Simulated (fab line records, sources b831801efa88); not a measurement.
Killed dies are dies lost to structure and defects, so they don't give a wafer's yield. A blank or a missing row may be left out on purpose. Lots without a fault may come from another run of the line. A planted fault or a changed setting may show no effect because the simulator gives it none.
One fault seen from 2 desks | flow gf180mcu | each desk has only its own numbers; what lay behind them comes last

THE METROLOGY DESK
What the gauges read, lot by lot, whatever tool the lot ran on: means of the sampled wafers that have a number. A lot is out of limits, marked OUT, if its mean lies more than 4 standard deviations from the usual mean; the brackets give that distance.
Columns: A = NWELL_TW at GF_NWELL_TW_MEAS_11, usual 1574; B = VT_IMPLANT_2_TW at GF_VT_IMPLANT_TW_MEAS_21, usual 1220; C = MVPSD_RS at GF_VT_IMPLANT_RS_MEAS_49, usual 1167.6 ohm/sq
lot  | first seen here | A    | B    | C
L150 | day 3 14:24     | 1552 | 1214 | 1164.8
L151 | day 3 18:31     | 1584 | 1217 | 1165.6
L154 | day 4 10:44     | 1568 | 1219 | 1169.8
L156 | day 4 20:44     | 1580 | 1225 | 1163.4
L157 | day 5 02:25     | 1548 | 1227 | 1162.8
L158 | day 5 08:29     | 1545 | 1208 | 1167.6
L160 | day 5 17:37     | 1577 | 1217 | 1165.2
L165 | day 6 21:29     | 1605 | 1208 | 1167.6
L167 | day 7 11:38     | 1572 | 1232 | -
L168 | day 7 15:27     | 1558 | 1236 | 1170.4
L169 | day 7 21:22     | 1576 | 1214 | -
L170 | day 8 02:30     | 1584 | 1214 | 1168.4
L171 | day 8 07:48     | 1602 | 1203 | 1167.9
This desk's finding: nothing out of limits on any of the 13 lots.

THE TOOL OWNER'S DESK: implanter-01
The tool's own readings at GF_MVPSD_IMPLANT_09: means of the sampled wafers that have a number, for each lot that ran on this tool. A lot is out of limits, marked OUT, if its mean lies more than 4 standard deviations from the usual mean; the brackets give that distance.
Columns: A = tilt_deg at GF_MVPSD_IMPLANT_09, usual -0.001 degrees
lot  | first seen here | A
L154 | day 6 05:30     | -0.003
L156 | day 6 17:09     | -0.043
L157 | day 6 23:50     | 0.018
L160 | day 7 17:05     | -0.015
L167 | day 9 14:44     | 15.169 (+99 or more) OUT
L169 | day 10 00:44    | 15.162 (+99 or more) OUT
This desk's finding: out of limits on L167, L169; first on L167, day 9 14:44 (tilt_deg at GF_MVPSD_IMPLANT_09). In limits: L154, L156, L157, L160.

PUT TOGETHER
The tool owner's desk could have raised an alarm at day 9 14:44, on L167, L169.
The metrology desk saw nothing out of limits.
The metrology desk has L167, L169 on record, within its limits.
Of the lots named, all ran GF_MVPSD_IMPLANT_09 on implanter-01.

WHAT THE SIMULATOR HAD PUT IN
Process parameter drift: implanter-01, from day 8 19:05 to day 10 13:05, at GF_MVPSD_IMPLANT_09. Setting tilt_deg, moved by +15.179, from 0. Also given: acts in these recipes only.
Lots struck among those shown: L167, L169.
Hours from the fault's start to each desk's first reading out of limits: the tool owner's desk, 20.
